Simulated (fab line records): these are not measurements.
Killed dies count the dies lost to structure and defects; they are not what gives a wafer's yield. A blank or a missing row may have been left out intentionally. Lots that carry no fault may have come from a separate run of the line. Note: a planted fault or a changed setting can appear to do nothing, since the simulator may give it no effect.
fab line records | flow gf180mcu
record lots=11 | wafers=33 | last-day=34
route steps=602 shown MVPSD@87 VT_IMPLANT@121 SALICIDE@283 V1@361
lots that met no fault: taken from a fault-free run of the same line
start-h: the number of hours between the record's first day and the start of the first shown wafer of the lot | wait-h: hours since the lot's step before | " the same as in the row above | L1.1+2: one row covering several wafers at once | - no value, or no start was given | * or withheld: withheld | < > ~ a bound
route shown NAME@n: a module of which the file shows steps, and the number in the route of the first | usual: the fault-free wafers' mean and standard deviation | same: alike in all rows | chamber/n: place in a boat | sites: readings site by site | _std_site: the standard deviation of these | _edge_site: outer sites' mean less inner sites' | radius-mm: for every site, how far away it sits from the centre of the wafer | mask NAME#n: copy n | behind: tool/chamber where the wafer was last shaped | hold: what put the lot on hold/how long, in hours/how the hold closed | device: which transistor (n, p or np) failed to switch | end of line: the same wafers' tests at the end of the route | a step with no rows: only its recipe | killed: at the first sort, the dies lost to defects and structure; wafer yield is something else | map: per-die view of a wafer (x killed, . not killed, _ where there is no die)
set.NAME: the setting the step ran with; set.NAME@STEP: the setting that earlier step ran with | model.NAME: the simulator's own value behind a step, which no gauge read
steps of the route over a sample of lots; a table a step, a row a wafer
services: from which hour (start-h, from the record's first day; less than 0 if before it) a tool's chamber was out of use, for how many hours, and why
## steps
# step GF_MVPSD_IMPLANT_09
# recipe species=B | energy-kev=40 | dose-cm2=5e+12 | tilt-deg=0
# usual dose-ions-cm2=5e+12/5.5e+09 | faraday-current-uA=28.2/0.59 | tilt-deg=0.003/0.016
lot.wafer | tool         | chamber | start-h | wait-h | dose-ions-cm2 | faraday-current-uA | tilt-deg
L101.4    | implanter-01 | 0       | 95.71   | 0.1    | 5e+12         | 27.7               | 0.018
L101.5    | "            | 0       | "       | "      | 5.005e+12     | 27.9               | -0.003
L101.6    | "            | 0       | "       | "      | 5.001e+12     | 28.2               | 0.018
L103.1    | implanter-03 | 0       | 116.90  | 0.1    | 5.007e+12     | 27.9               | 0.040
L103.2    | "            | 0       | "       | "      | 5.008e+12     | 27.1               | 0.020
L103.4    | "            | 0       | "       | "      | 5.002e+12     | 27.9               | 0.029
L105.1    | implanter-03 | 0       | 121.67  | 0.1    | 5e+12         | 29.1               | 0.004
L105.3    | "            | 0       | "       | "      | 4.996e+12     | 28.4               | 0.014
L105.6    | "            | 0       | "       | "      | 4.997e+12     | 27.7               | -0.002
L107.1    | implanter-02 | 0       | 134.41  | 0.1    | 4.999e+12     | 28.0               | -0.015
L107.3    | "            | 0       | "       | "      | 4.993e+12     | 27.3               | -0.012
L107.6    | "            | 0       | "       | "      | 5.004e+12     | 29.8               | 0.007
L108.3    | implanter-02 | 0       | 142.50  | 0.1    | 5.012e+12     | 29.1               | 0.007
L108.4    | "            | 0       | "       | "      | 5.009e+12     | 27.8               | 0.006
L108.5    | "            | 0       | "       | "      | 5e+12         | 28.5               | 0.011
L112.1    | implanter-03 | 0       | 161.34  | 0.1    | 4.9146e+13    | 279.1              | 0.018
L112.3    | "            | 0       | "       | "      | 4.9156e+13    | 268.3              | 0.023
L112.6    | "            | 0       | "       | "      | 4.9155e+13    | 276.3              | -0.001
L114.1    | implanter-03 | 0       | 179.50  | 0.1    | 4.9158e+13    | 275.1              | -0.004
L114.5    | "            | 0       | "       | "      | 4.9147e+13    | 268.7              | -0.008
L114.6    | "            | 0       | "       | "      | 4.9158e+13    | 275.7              | 0.023
L115.1    | implanter-01 | 0       | 184.79  | 0.1    | 4.991e+12     | 28.7               | 0.013
L115.2    | "            | 0       | "       | "      | 4.987e+12     | 29.0               | -0.007
L115.5    | "            | 0       | "       | "      | 4.994e+12     | 27.7               | -0.007
L117.1    | implanter-02 | 0       | 190.39  | 0.1    | 5e+12         | 28.2               | 0.002
L117.5    | "            | 0       | "       | "      | 5.004e+12     | 28.0               | -0.044
L117.6    | "            | 0       | "       | "      | 5.003e+12     | 27.8               | -0.008
L121.3    | implanter-01 | 0       | 222.85  | 0.1    | 5.004e+12     | 27.8               | 0.000
L121.5    | "            | 0       | "       | "      | 5.006e+12     | 28.2               | -0.004
L121.6    | "            | 0       | "       | "      | 5e+12         | 27.6               | 0.026
L122.1    | implanter-02 | 0       | 225.90  | 0.1    | 4.996e+12     | 28.4               | 0.001
L122.5    | "            | 0       | "       | "      | 4.992e+12     | 28.2               | -0.010
L122.6    | "            | 0       | "       | "      | 4.997e+12     | 28.2               | -0.012
# step GF_MVPSD_TW_MEAS_11
# usual MVPSD_TW=552/3.2
lot.wafer | tool          | chamber | start-h | wait-h | MVPSD_TW
L101.4    | film-metro-03 | -       | 95.92   | 0.1    | 549
L101.5    | "             | -       | "       | "      | 546
L101.6    | "             | -       | "       | "      | 547
L103.1    | film-metro-01 | -       | 117.17  | 0.1    | 554
L103.2    | "             | -       | "       | "      | 555
L103.4    | "             | -       | "       | "      | 551
L105.1    | film-metro-03 | -       | 121.92  | 0.1    | 550
L105.3    | "             | -       | "       | "      | 552
L105.6    | "             | -       | "       | "      | 551
L107.1    | film-metro-02 | -       | 134.66  | 0.1    | 554
L107.3    | "             | -       | "       | "      | 553
L107.6    | "             | -       | "       | "      | 555
L108.3    | film-metro-02 | -       | 142.72  | 0.1    | 554
L108.4    | "             | -       | "       | "      | 552
L108.5    | "             | -       | "       | "      | 552
L112.1    | film-metro-03 | -       | 161.59  | 0.1    | 737
L112.3    | "             | -       | "       | "      | 733
L112.6    | "             | -       | "       | "      | 737
L114.1    | film-metro-02 | -       | 179.75  | 0.1    | 741
L114.5    | "             | -       | "       | "      | 737
L114.6    | "             | -       | "       | "      | 738
L115.1    | film-metro-02 | -       | 185.04  | 0.1    | 552
L115.2    | "             | -       | "       | "      | 552
L115.5    | "             | -       | "       | "      | 555
L117.1    | film-metro-01 | -       | 190.64  | 0.1    | 548
L117.5    | "             | -       | "       | "      | 546
L117.6    | "             | -       | "       | "      | 548
L121.3    | film-metro-01 | -       | 223.07  | 0.1    | 552
L121.5    | "             | -       | "       | "      | 550
L121.6    | "             | -       | "       | "      | 551
L122.1    | film-metro-03 | -       | 226.15  | 0.1    | 549
L122.5    | "             | -       | "       | "      | 549
L122.6    | "             | -       | "       | "      | 552
# step GF_VT_IMPLANT_STRIP_31
# recipe chemistry=O2/N2 | power-w=1400 | pressure-mtorr=1500 | platen-temp-c=250 | o2-flow-sccm=3000 | n2-flow-sccm=300 | overash-fraction=0.5
# usual drypump-motor-current-A=6.0/0.51 | heater-power-w=337/33 | oes-product-au=0.716/0.0045 | platen-temp-c=249.99/0.18 | strip-time-to-endpoint-s=12.62/0.036
lot.wafer | tool            | chamber | start-h | wait-h | drypump-motor-current-A | heater-power-w | oes-product-au | platen-temp-c | rf-hours-counter-h | strip-time-to-endpoint-s
L101.4    | plasma-asher-02 | 1       | 138.30  | 0.1    | 6.6                     | 297            | 0.711          | 249.91        | -                  | 12.63
L101.5    | "               | 0       | "       | "      | 5.3                     | 342            | 0.715          | 250.01        | -                  | 12.67
L101.6    | "               | 1       | "       | "      | 6.6                     | 299            | 0.718          | 250.10        | -                  | 12.61
L103.1    | plasma-asher-03 | 1       | 163.86  | 0.1    | 6.0                     | 365            | 0.721          | 249.67        | 36                 | 12.67
L103.2    | "               | 0       | "       | "      | 6.8                     | 353            | 0.716          | 249.96        | 36                 | 12.62
L103.4    | "               | 0       | "       | "      | 6.8                     | 360            | 0.714          | 249.95        | -                  | 12.67
L105.1    | plasma-asher-03 | 0       | 168.51  | 0.1    | 6.8                     | 363            | 0.714          | 250.24        | 37                 | 12.58
L105.3    | "               | 1       | "       | "      | 6.0                     | 362            | 0.714          | 249.82        | -                  | 12.56
L105.6    | "               | 0       | "       | "      | 6.8                     | 362            | 0.715          | 249.82        | -                  | 12.59
L107.1    | plasma-asher-03 | 0       | 182.41  | 0.1    | 6.8                     | 360            | 0.719          | 250.17        | 38                 | 12.68
L107.3    | "               | 1       | "       | "      | 6.0                     | 360            | 0.716          | 249.98        | -                  | 12.60
L107.6    | "               | 0       | "       | "      | 6.7                     | 350            | 0.719          | 250.14        | -                  | 12.66
L108.3    | plasma-asher-02 | 1       | 190.64  | 0.1    | 6.6                     | 303            | 0.711          | 250.30        | -                  | 12.58
L108.4    | "               | 0       | "       | "      | 5.3                     | 342            | 0.715          | 249.95        | -                  | 12.58
L108.5    | "               | 1       | "       | "      | 6.6                     | 306            | 0.714          | 250.27        | -                  | 12.58
L112.1    | plasma-asher-01 | 0       | 213.31  | 0.1    | 6.0                     | 293            | 0.718          | 250.00        | 60                 | 12.60
L112.3    | "               | 1       | "       | "      | 5.6                     | 385            | 0.719          | 249.79        | -                  | 12.62
L112.6    | "               | 0       | "       | "      | 6.0                     | 289            | 0.717          | 250.18        | -                  | 12.59
L114.1    | plasma-asher-02 | 1       | 231.68  | 0.1    | 6.6                     | 305            | 0.713          | 249.77        | 57                 | 12.64
L114.5    | "               | 0       | "       | "      | 5.3                     | 335            | 0.716          | 250.22        | -                  | 12.62
L114.6    | "               | 1       | "       | "      | 6.6                     | 303            | 0.721          | 249.86        | -                  | 12.60
L115.1    | plasma-asher-01 | 1       | 237.19  | 0.1    | 5.6                     | 384            | 0.714          | 249.79        | 62                 | 12.62
L115.2    | "               | 0       | "       | "      | 6.0                     | 288            | 0.706          | 249.87        | 62                 | 12.60
L115.5    | "               | 0       | "       | "      | 6.0                     | 282            | 0.711          | 249.94        | -                  | 12.62
L117.1    | plasma-asher-01 | 0       | 243.91  | 0.1    | 6.0                     | 284            | 0.720          | 249.97        | 63                 | 12.57
L117.5    | "               | 1       | "       | "      | 5.6                     | 373            | 0.720          | 249.80        | -                  | 12.58
L117.6    | "               | 0       | "       | "      | 6.0                     | 288            | 0.718          | 250.30        | -                  | 12.61
L121.3    | plasma-asher-01 | 1       | 278.19  | 0.1    | 5.6                     | 380            | 0.724          | 249.92        | -                  | 12.58
L121.5    | "               | 0       | "       | "      | 6.0                     | 286            | 0.718          | 250.00        | -                  | 12.57
L121.6    | "               | 1       | "       | "      | 5.6                     | 379            | 0.715          | 249.99        | -                  | 12.60
L122.1    | plasma-asher-02 | 1       | 283.01  | 0.1    | 6.6                     | 317            | 0.715          | 250.00        | 62                 | 12.55
L122.5    | "               | 0       | "       | "      | 5.3                     | 336            | 0.716          | 249.84        | -                  | 12.59
L122.6    | "               | 1       | "       | "      | 6.6                     | 306            | 0.718          | 250.09        | -                  | 12.61
# step GF_VT_IMPLANT_RS_MEAS_49
# recipe thk-meas-gauge=four-point-probe
# usual MVPSD_RS=1167.9/2.6
lot.wafer | tool          | chamber | start-h | wait-h | MVPSD_RS[ohm/sq]
L101.4    | film-metro-02 | -       | 154.71  | 0.1    | 1166.1
L101.5    | "             | -       | "       | "      | 1164.4
L101.6    | "             | -       | "       | "      | 1170.1
L103.1    | film-metro-03 | -       | 181.28  | 0.1    | 1163.7
L103.2    | "             | -       | "       | "      | 1167.6
L103.4    | "             | -       | "       | "      | 1164.7
L105.1    | film-metro-02 | -       | 186.11  | 0.1    | 1166.0
L105.3    | "             | -       | "       | "      | 1167.3
L105.6    | "             | -       | "       | "      | 1168.1
L107.1    | film-metro-02 | -       | 199.58  | 0.1    | 1168.4
L107.3    | "             | -       | "       | "      | 1167.7
L107.6    | "             | -       | "       | "      | 1166.6
L108.3    | film-metro-01 | -       | 208.55  | 0.1    | 1170.3
L108.4    | "             | -       | "       | "      | 1175.6
L108.5    | "             | -       | "       | "      | 1170.4
L112.1    | film-metro-03 | -       | 231.01  | 0.1    | 614.3
L112.3    | "             | -       | "       | "      | 614.3
L112.6    | "             | -       | "       | "      | 614.7
L114.1    | film-metro-02 | -       | 250.47  | 0.1    | 614.5
L114.5    | "             | -       | "       | "      | 613.9
L114.6    | "             | -       | "       | "      | 613.0
L115.1    | film-metro-03 | -       | 256.15  | 0.1    | 1168.4
L115.2    | "             | -       | "       | "      | 1169.0
L115.5    | "             | -       | "       | "      | 1166.5
L117.1    | film-metro-01 | -       | 263.46  | 0.1    | 1170.8
L117.5    | "             | -       | "       | "      | 1164.9
L117.6    | "             | -       | "       | "      | 1167.3
L121.3    | film-metro-02 | -       | 298.14  | 0.1    | 1168.7
L121.5    | "             | -       | "       | "      | 1167.5
L121.6    | "             | -       | "       | "      | 1168.5
L122.1    | film-metro-02 | -       | 303.86  | 0.1    | 1164.3
L122.5    | "             | -       | "       | "      | 1169.1
L122.6    | "             | -       | "       | "      | 1166.7
# step GF_SALICIDE_THK_MEAS_05
# recipe thk-meas-gauge=xrf | reads=TiN_of_SALICIDE_SPUTTER_03
# usual SALICIDE_TIN_THK=19.62/0.25
lot.wafer | tool          | chamber | start-h | wait-h | SALICIDE_TIN_THK[nm]
L101.4    | film-metro-02 | -       | 330.48  | 0.1    | 19.52
L101.5    | "             | -       | "       | "      | 19.53
L101.6    | "             | -       | "       | "      | 19.22
L103.1    | film-metro-04 | -       | 369.20  | 0.1    | 19.33
L103.2    | "             | -       | "       | "      | 19.69
L103.4    | "             | -       | "       | "      | 19.66
L105.1    | film-metro-04 | -       | 377.58  | 0.1    | 19.37
L105.3    | "             | -       | "       | "      | 19.47
L105.6    | "             | -       | "       | "      | 19.57
L107.1    | film-metro-02 | -       | 392.03  | 0.1    | 19.50
L107.3    | "             | -       | "       | "      | 19.64
L107.6    | "             | -       | "       | "      | 19.66
L108.3    | film-metro-04 | -       | 404.42  | 0.1    | 19.58
L108.4    | "             | -       | "       | "      | 19.91
L108.5    | "             | -       | "       | "      | 19.69
L112.1    | film-metro-01 | -       | 437.66  | 0.1    | 20.09
L112.3    | "             | -       | "       | "      | 19.99
L112.6    | "             | -       | "       | "      | 19.97
L114.1    | film-metro-02 | -       | 460.54  | 0.1    | 19.94
L114.5    | "             | -       | "       | "      | 20.22
L114.6    | "             | -       | "       | "      | 20.19
L115.1    | film-metro-02 | -       | 465.44  | 0.1    | 19.04
L115.2    | "             | -       | "       | "      | 19.27
L115.5    | "             | -       | "       | "      | 19.04
L117.1    | film-metro-01 | -       | 477.49  | 0.1    | 19.65
L117.5    | "             | -       | "       | "      | 19.41
L117.6    | "             | -       | "       | "      | 19.50
L121.3    | film-metro-01 | -       | 518.58  | 0.1    | 19.66
L121.5    | "             | -       | "       | "      | 19.57
L121.6    | "             | -       | "       | "      | 19.65
L122.1    | film-metro-02 | -       | 524.00  | 0.1    | 19.16
L122.5    | "             | -       | "       | "      | 19.07
L122.6    | "             | -       | "       | "      | 19.19
# step GF_V1_CMP_26
# recipe stop-on=SiO2 | down-force-psi=3.5 | platen-rpm=60 | t-overpolish-s=15 | target-thk-nm=0 | pad-velocity-m-s=0.94248
# usual motor-current-A=10.7/0.85 | overpolish-run-s=15.000/0.0089 | retaining-ring-pressure-frac=1.000/0.0051 | time-to-endpoint-s=86/4
# same t-overpolish-s=15
lot.wafer | tool   | chamber | start-h | wait-h | motor-current-A | overpolish-run-s | retaining-ring-pressure-frac | time-to-endpoint-s
L101.4    | cmp-02 | 3       | 402.34  | 0.1    | 10.3            | 15.013           | 0.998                        | 93
L101.6    | "      | 2       | "       | "      | 12.2            | 15.008           | 1.000                        | 98
L101.5    | "      | 3       | "       | "      | 9.6             | 15.006           | 0.999                        | 94
L103.2    | cmp-01 | 2       | 443.80  | 0.0    | 10.7            | 14.996           | 0.989                        | 88
L103.4    | "      | 3       | "       | "      | 10.8            | 14.991           | 0.995                        | 80
L103.1    | "      | 0       | "       | "      | 10.4            | 15.003           | 1.002                        | 83
L105.3    | cmp-01 | 2       | 453.96  | 0.1    | 10.9            | 14.996           | 0.999                        | 89
L105.1    | "      | 3       | "       | "      | 11.3            | 15.008           | 1.002                        | 86
L105.6    | "      | 1       | "       | "      | 10.2            | 15.002           | 0.991                        | 86
L107.3    | cmp-01 | 1       | 468.77  | 0.0    | 10.7            | 14.996           | 1.000                        | 80
L107.1    | "      | 0       | "       | "      | 10.0            | 15.000           | 0.993                        | 85
L107.6    | "      | 2       | "       | "      | 10.3            | 15.001           | 1.006                        | 83
L108.4    | cmp-01 | 1       | 481.58  | 0.0    | 10.4            | 14.984           | 0.994                        | 80
L108.3    | "      | 2       | "       | "      | 10.9            | 14.996           | 1.007                        | 87
L108.5    | "      | 2       | "       | "      | 10.0            | 15.004           | 1.004                        | 86
L112.3    | cmp-02 | 2       | 515.00  | 0.0    | 12.1            | 15.003           | 0.998                        | 90
L112.1    | "      | 0       | "       | "      | 9.9             | 14.995           | 0.999                        | 83
L112.6    | "      | 3       | "       | "      | 9.6             | 15.014           | 0.994                        | 89
L114.1    | cmp-02 | 0       | 536.29  | 0.1    | 10.0            | 14.994           | 0.998                        | 83
L114.6    | "      | 2       | "       | "      | 12.5            | 14.999           | 1.003                        | 91
L114.5    | "      | 3       | "       | "      | 9.9             | 14.995           | 1.005                        | 87
L115.1    | cmp-02 | 3       | 541.87  | 0.1    | 9.7             | 15.005           | 1.012                        | 88
L115.2    | "      | 0       | "       | "      | 10.1            | 14.992           | 1.003                        | 84
L115.5    | "      | 2       | "       | "      | 13.1            | 15.009           | 0.993                        | 89
L117.1    | cmp-02 | 1       | 551.95  | 0.1    | 9.8             | 15.001           | 1.004                        | 81
L117.5    | "      | 3       | "       | "      | 10.1            | 15.010           | 0.992                        | 84
L117.6    | "      | 0       | "       | "      | 9.9             | 14.996           | 1.006                        | 77
L121.3    | cmp-02 | 3       | 590.89  | 0.1    | 10.1            | 14.985           | 1.001                        | 94
L121.5    | "      | 1       | "       | "      | 10.3            | 14.996           | 0.997                        | 90
L121.6    | "      | 2       | "       | "      | 12.4            | 15.000           | 0.994                        | 91
L122.1    | cmp-01 | 1       | 595.81  | 0.1    | 10.6            | 15.007           | 0.997                        | 82
L122.5    | "      | 0       | "       | "      | 10.4            | 14.987           | 1.002                        | 88
L122.6    | "      | 1       | "       | "      | 10.7            | 15.019           | 1.005                        | 83
## services
tool   | chamber | start-h | hours | kind
cmp-01 | -       | 78.60   | 0.9   | repair
cmp-01 | -       | 128.35  | 1.5   | repair
cmp-02 | -       | 131.67  | 4.0   | pm
cmp-01 | -       | 169.37  | 2.6   | repair
cmp-02 | -       | 174.83  | 0.6   | repair
cmp-02 | -       | 230.61  | 5.9   | pm
cmp-01 | -       | 232.00  | 4.0   | pm
cmp-01 | -       | 237.88  | 2.3   | repair
cmp-01 | -       | 248.06  | 0.4   | repair
cmp-02 | -       | 268.22  | 3.1   | repair
cmp-01 | -       | 281.02  | 4.6   | pm
cmp-01 | -       | 315.21  | 1.6   | repair
cmp-02 | -       | 321.17  | 2.0   | repair
cmp-01 | -       | 353.93  | 2.5   | repair
cmp-01 | -       | 399.25  | 5.5   | pm
cmp-02 | -       | 404.30  | 4.0   | pm
cmp-02 | -       | 416.43  | 4.6   | repair
cmp-02 | -       | 422.00  | 1.3   | repair
cmp-02 | -       | 423.50  | 1.3   | repair
cmp-01 | -       | 436.01  | 3.6   | repair
cmp-01 | -       | 436.81  | 0.7   | repair
cmp-02 | -       | 503.87  | 0.4   | repair
cmp-02 | -       | 546.98  | 0.8   | repair
cmp-02 | -       | 556.03  | 2.1   | repair
## key
first-sign step=GF_MVPSD_IMPLANT_09 | reading=dose-ions-cm2 | direction=up | sigmas=99+ | usual=5e+12 | struck=4.9153e+13
effect step=GF_MVPSD_IMPLANT_09 | reading=faraday-current-uA | direction=up | sigmas=99+ | usual=28.2 | struck=273.8
effect step=GF_MVPSD_TW_MEAS_11 | reading=MVPSD_TW | direction=up | sigmas=58 | usual=552 | struck=737
effect step=GF_VT_IMPLANT_RS_MEAS_49 | reading=MVPSD_RS | direction=down | sigmas=99+ | usual=1167.9 | struck=614.1
met-at GF_MVPSD_IMPLANT_09
struck-lots L112,L114
tester-left-out L112,L114
not-acting-at GF_VT_IMPLANT_STRIP_31,GF_SALICIDE_THK_MEAS_05,GF_V1_CMP_26
onset-between 121.67 161.34
fault kind=process-parameter-drift | tool=implanter-03 | chamber=- | onset-h=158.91 | steps=GF_MVPSD_IMPLANT_09 | channel=dose-cm2 | offset=4.4151e+13 | shape=step | end-h=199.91 | acts-in=these-recipes-only | stated=5e+12
# tester-left-out: of these lots the tester's yield and bins aren't shown, on N5 and GAA mostly nor the transistor test; their killed dies are dies lost to structure and defects alone, not to doping, threshold or leakage, so they don't give the yield
